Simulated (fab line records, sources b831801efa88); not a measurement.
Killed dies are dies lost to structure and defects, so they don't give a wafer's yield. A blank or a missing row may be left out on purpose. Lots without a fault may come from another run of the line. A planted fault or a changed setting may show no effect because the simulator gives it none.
Chamber matching | flow sky130 | SKY_FIELD_ISO_ETCH_14 on rie_diel-03: 4 sister chambers
The step etches BARC in N2/H2, stops on SiO2, time 45.9 s, target depth 60 nm. 8 wafers are shown with their chamber, then 7 later ones without.

WAFERS WITH THEIR CHAMBER
wafer  | chamber | drypump_motor_current_A (A) | bias_w (W)
L514.2 | 3       | 5.6                         | 100.3
L517.5 | 3       | 5.6                         | 100.7
L517.6 | 1       | 6.2                         | 99.9
L518.2 | 2       | 4.8                         | 100.0
L518.4 | 1       | 6.2                         | 99.9
L518.5 | 0       | 5.7                         | 99.9
L520.1 | 0       | 5.8                         | 99.5
L520.4 | 2       | 4.7                         | 99.8

WAFERS WITHOUT THEIR CHAMBER
wafer  | drypump_motor_current_A (A) | bias_w (W)
L520.5 | 6.2                         | 100.3
L524.1 | 4.7                         | 100.1
L524.2 | 5.6                         | 100.3
L524.6 | 4.8                         | 100.1
L525.1 | 5.6                         | 99.6
L525.2 | 4.8                         | 100.4
L525.6 | 5.6                         | 99.2

WHICH CHAMBER EACH WENT THROUGH
wafer  | from the rows above     | in truth
L520.5 | 1                       | 1
L524.1 | 2                       | 2
L524.2 | 3                       | 3
L524.6 | 2                       | 2
L525.1 | can't be placed: 0 or 3 | 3
L525.2 | 2                       | 2
L525.6 | 0                       | 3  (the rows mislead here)
Placed correctly: 5 of 7. Can't be placed from these rows: 1 (the true chamber is among the candidates in 1). Placed wrongly: 1.
How it was worked out, from the rows above alone: a wafer's distance from a chamber is the root of the sum, over the readings, of the square of ((its reading less the chamber's mean) divided by the reading's scatter). The wafer belongs to the nearest chamber; if the next one is less than 2 further off, it can't be placed. A chamber's mean is the mean of its shown wafers. The scatter: the root of (the sum of the squares of (reading less its chamber's mean) over the shown wafers, divided by (wafers less chambers)).
